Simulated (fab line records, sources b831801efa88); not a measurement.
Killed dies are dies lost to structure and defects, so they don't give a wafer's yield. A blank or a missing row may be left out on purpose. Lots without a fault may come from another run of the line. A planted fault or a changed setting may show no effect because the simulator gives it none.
Which tool did it? | flow sky130 | 6 lots, 16 wafers sampled, at 3 steps of a route of 708

WHAT THE GAUGES READ, wafer by wafer
SKY_VIA2_OVL_MEAS_13.
lot  | measured     | on         | VIA2_OVL (nm)
L666 | day 36 03:47 | overlay-01 | -4 -3 -8
L668 | day 36 21:26 | overlay-02 | 0 -10 -1
L671 | day 37 23:51 | overlay-02 | 0 2 -4
L675 | day 40 00:44 | overlay-02 | -1 -2 -7
L677 | day 40 17:29 | overlay-02 | -2 -3 -1
L681 | day 41 05:29 | overlay-02 | -7

WHICH TOOL RAN EACH LOT (tool, then ch and the chambers of the sampled wafers, then the start)
lot  | SKY_METAL1_SPUTTER_03        | SKY_VIA2_CMP_02
L666 | pvd_sputter-04, day 31 11:44 | cmp-01 ch 1,3, day 35 01:21
L668 | pvd_sputter-02, day 32 07:23 | cmp-02 ch 0,1,2, day 35 18:34
L671 | pvd_sputter-02, day 33 11:22 | cmp-02 ch 1,2,3, day 36 21:59
L675 | pvd_sputter-02, day 35 13:16 | cmp-01 ch 2,3, day 38 23:28
L677 | pvd_sputter-04, day 36 09:14 | cmp-02 ch 0,1,2, day 39 17:02
L681 | pvd_sputter-01, day 36 22:13 | cmp-01 ch 2, day 40 06:18
- SKY_METAL1_SPUTTER_03: material Ti, target thk 5 nm, time 3.3 s.
- SKY_VIA2_CMP_02: polishes SiO2.

THE ANSWER, worked out from the rows above alone
Rule: what is usual is taken from the lots themselves. Put in order of their means at a reading, lots are off if they are a third of the lots or fewer, leave a main group of 4 or more, and stand apart from it by a gap of 3 or more times the standard deviation of the main group's means; of several such gaps the widest counts. A main group whose means are all the same, to the digits that the tables above print for the reading, isn't used. A lot without any number at a reading at which 4 lots or more have one is off too. The other lots that the step has rows for count as sound.
No lot is off at any reading shown: from this, nothing can be told.

WHAT THE SIMULATOR HAD PUT IN
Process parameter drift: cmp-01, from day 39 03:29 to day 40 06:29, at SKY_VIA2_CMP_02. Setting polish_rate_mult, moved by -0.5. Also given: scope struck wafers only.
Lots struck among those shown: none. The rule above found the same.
